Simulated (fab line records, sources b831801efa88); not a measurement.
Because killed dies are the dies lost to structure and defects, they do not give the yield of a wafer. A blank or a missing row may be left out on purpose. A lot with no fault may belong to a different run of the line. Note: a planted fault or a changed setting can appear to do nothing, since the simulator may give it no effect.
Chamber matching | flow sky130 | rieDiel-03 running SKY_METAL3_ETCH_17: 4 sister chambers
The step etches SiO2 in C4F8/O2/Ar, stops on TiN, time 3.9 s, target depth 15 nm. 8 wafers are shown with their chamber, then 9 later ones without.

## WAFERS WITH THEIR CHAMBER
wafer  | chamber | oesProductAu (a.u.)
L085.4 | 3       | 0.756
L086.2 | 0       | 0.739
L086.3 | 2       | 0.751
L089.3 | 3       | 0.755
L089.4 | 0       | 0.756
L090.2 | 1       | 0.758
L090.4 | 2       | 0.753
L090.5 | 1       | 0.746

## WAFERS WHOSE CHAMBER IS MISSING
wafer  | oesProductAu (a.u.)
L093.3 | 0.754
L093.4 | 0.758
L093.6 | 0.757
L094.1 | 0.755
L094.3 | 0.740
L094.6 | 0.763
L095.2 | 0.761
L095.3 | 0.748
L095.4 | 0.752

## EACH ONE'S CHAMBER
wafer  | from the rows above               | in truth
L093.3 | can't be placed: 3 or 1 or 2 or 0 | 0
L093.4 | can't be placed: 3 or 1 or 2 or 0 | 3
L093.6 | can't be placed: 3 or 1 or 2 or 0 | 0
L094.1 | can't be placed: 3 or 1 or 2 or 0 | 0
L094.3 | can't be placed: 0 or 1 or 2 or 3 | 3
L094.6 | can't be placed: 3 or 1 or 2 or 0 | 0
L095.2 | can't be placed: 3 or 1 or 2 or 0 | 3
L095.3 | can't be placed: 0 or 1 or 2 or 3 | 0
L095.4 | can't be placed: 1 or 2 or 3 or 0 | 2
Correctly placed: 0 of 9. Unplaceable from these rows: 9, with the true chamber sitting among the candidates in 9. Placed wrongly: 0.
How it was worked out, from the rows above alone: a wafer's distance from a chamber is the root of the sum, over the readings, of the square of ((its reading less the chamber's mean) divided by the reading's scatter). If the next closest chamber is less than 2 further off than the closest, the wafer can't be placed; otherwise it belongs to the closest. For every chamber, the mean is computed from those of its wafers that are shown. The scatter: take each reading less its chamber's mean, square it, sum over the shown wafers, divide by the number of wafers less the number of chambers, and take the root.
